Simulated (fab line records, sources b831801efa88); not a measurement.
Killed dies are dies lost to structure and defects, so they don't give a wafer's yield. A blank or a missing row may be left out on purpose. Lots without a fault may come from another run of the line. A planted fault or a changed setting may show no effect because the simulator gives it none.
Chamber matching | flow gf180mcu | GF_V5_CMP_26 on cmp-02: 4 sister chambers
The step polishes, stops on SiO2, t overpolish 15 s, target thk 0 nm. 4 wafers are shown with their chamber, then 9 later ones without.

WAFERS WITH THEIR CHAMBER
wafer  | chamber | motor_current_A (A)
L090.3 | 2       | 10.4
L092.1 | 0       | 9.7
L092.2 | 3       | 10.8
L092.3 | 1       | 11.9

WAFERS WITHOUT THEIR CHAMBER
wafer  | motor_current_A (A)
L094.2 | 12.5
L094.4 | 10.4
L094.5 | 10.3
L095.2 | 10.7
L095.3 | 9.7
L095.4 | 10.5
L096.2 | 12.0
L096.3 | 10.5
L096.4 | 10.7

WHICH CHAMBER EACH WENT THROUGH
wafer  | from the rows above     | in truth
L094.2 | 1                       | 1
L094.4 | can't be placed: 2 or 3 | 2
L094.5 | can't be placed: 2 or 3 | 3
L095.2 | can't be placed: 3 or 2 | 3
L095.3 | 0                       | 0
L095.4 | can't be placed: 2 or 3 | 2
L096.2 | 1                       | 1
L096.3 | can't be placed: 2 or 3 | 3
L096.4 | can't be placed: 3 or 2 | 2
Placed correctly: 3 of 9. Can't be placed from these rows: 6 (the true chamber is among the candidates in 6). Placed wrongly: 0.
How it was worked out, from the rows above alone: a wafer's distance from a chamber is the root of the sum, over the readings, of the square of ((its reading less the chamber's mean) divided by the reading's scatter). The wafer belongs to the nearest chamber; if the next one is less than 2 further off, it can't be placed. A chamber's mean is the mean of its shown wafers. The scatter: with one shown wafer a chamber, the root of the mean of the squares of how far each hidden wafer lies from its nearest shown one.
